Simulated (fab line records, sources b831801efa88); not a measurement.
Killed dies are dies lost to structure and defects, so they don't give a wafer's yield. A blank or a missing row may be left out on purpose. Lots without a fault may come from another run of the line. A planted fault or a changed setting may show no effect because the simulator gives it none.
Which tool did it? | flow gf180mcu | 13 lots, 39 wafers sampled, at 2 steps of a route of 602

WHAT THE GAUGES READ, wafer by wafer
GF_V1_RS_MEAS_24: measures by four-point-probe.
lot  | measured     | on            | V1_W_RS (ohm/sq)
L255 | day 18 06:40 | film_metro-02 | 0.330 0.322 0.327
L256 | day 18 10:07 | film_metro-03 | 0.314 0.315 0.328
L259 | day 19 16:11 | film_metro-03 | 0.332 0.328 0.320
L263 | day 21 07:16 | film_metro-02 | 0.327 0.325 0.314
L267 | day 22 21:35 | film_metro-02 | 0.325 0.326 0.309
L268 | day 23 11:23 | film_metro-02 | 0.332 0.315 0.331
L269 | day 23 12:29 | film_metro-03 | 0.325 0.330 0.333
L270 | day 24 01:15 | film_metro-03 | 0.331 0.334 0.315
L273 | day 24 23:41 | film_metro-03 | 0.333 0.320 0.332
L274 | day 25 12:40 | film_metro-03 | 0.325 0.332 0.329
L275 | day 25 07:15 | film_metro-03 | 0.315 0.316 0.330
L276 | day 25 18:23 | film_metro-03 | 0.326 0.324 0.313
L277 | day 26 04:11 | film_metro-03 | 0.335 0.336 0.327

WHICH TOOL RAN EACH LOT (tool, then ch and the chambers of the sampled wafers, then the start)
lot  | GF_NWELL_EXPOSE_04
L255 | iline_stepper-01 ch 0, day 3 02:29
L256 | iline_stepper-01 ch 0, day 3 06:11
L259 | iline_stepper-02 ch 0, day 3 21:37
L263 | iline_stepper-02 ch 0, day 4 19:14
L267 | iline_stepper-01 ch 0, day 5 17:06
L268 | iline_stepper-02 ch 0, day 5 23:14
L269 | iline_stepper-01 ch 0, day 6 05:28
L270 | iline_stepper-02 ch 0, day 6 11:50
L273 | iline_stepper-02 ch 0, day 7 01:59
L274 | iline_stepper-01 ch 0, day 7 08:41
L275 | iline_stepper-02 ch 0, day 7 12:33
L276 | iline_stepper-01 ch 0, day 7 19:19
L277 | iline_stepper-01 ch 0, day 7 23:48
- GF_NWELL_EXPOSE_04: exposes mask Nwell, target cd 860 nm.

WHAT THE TOOLS THEMSELVES READ (means of the sampled wafers that have a number; where no wafer has one, the mark that the record gives instead)
GF_NWELL_EXPOSE_04.
lot  | tool             | exposure_dose_mJ_cm2
L255 | iline_stepper-01 | 259.84
L256 | iline_stepper-01 | 259.92
L259 | iline_stepper-02 | 260.04
L263 | iline_stepper-02 | 260.27
L267 | iline_stepper-01 | 260.02
L268 | iline_stepper-02 | 260.43
L269 | iline_stepper-01 | 259.98
L270 | iline_stepper-02 | 260.31
L273 | iline_stepper-02 | 259.90
L274 | iline_stepper-01 | 260.02
L275 | iline_stepper-02 | 259.86
L276 | iline_stepper-01 | 260.54
L277 | iline_stepper-01 | 260.11

THE ANSWER, worked out from the rows above alone
Rule: what is usual is taken from the lots themselves. Put in order of their means at a reading, lots are off if they are a third of the lots or fewer, leave a main group of 4 or more, and stand apart from it by a gap of 3 or more times the standard deviation of the main group's means; of several such gaps the widest counts. A main group whose means are all the same, to the digits that the tables above print for the reading, isn't used. A lot without any number at a reading at which 4 lots or more have one is off too. The other lots that the step has rows for count as sound. The gauges are gone through in route order, then the tools' own readings, and for those a lot's mean is taken as printed above. The first step at which some lot is off is used, and at that step the reading that is off furthest; a lot without a number counts as furthest.
No lot is off at any reading shown: from this, nothing can be told.

WHAT THE SIMULATOR HAD PUT IN
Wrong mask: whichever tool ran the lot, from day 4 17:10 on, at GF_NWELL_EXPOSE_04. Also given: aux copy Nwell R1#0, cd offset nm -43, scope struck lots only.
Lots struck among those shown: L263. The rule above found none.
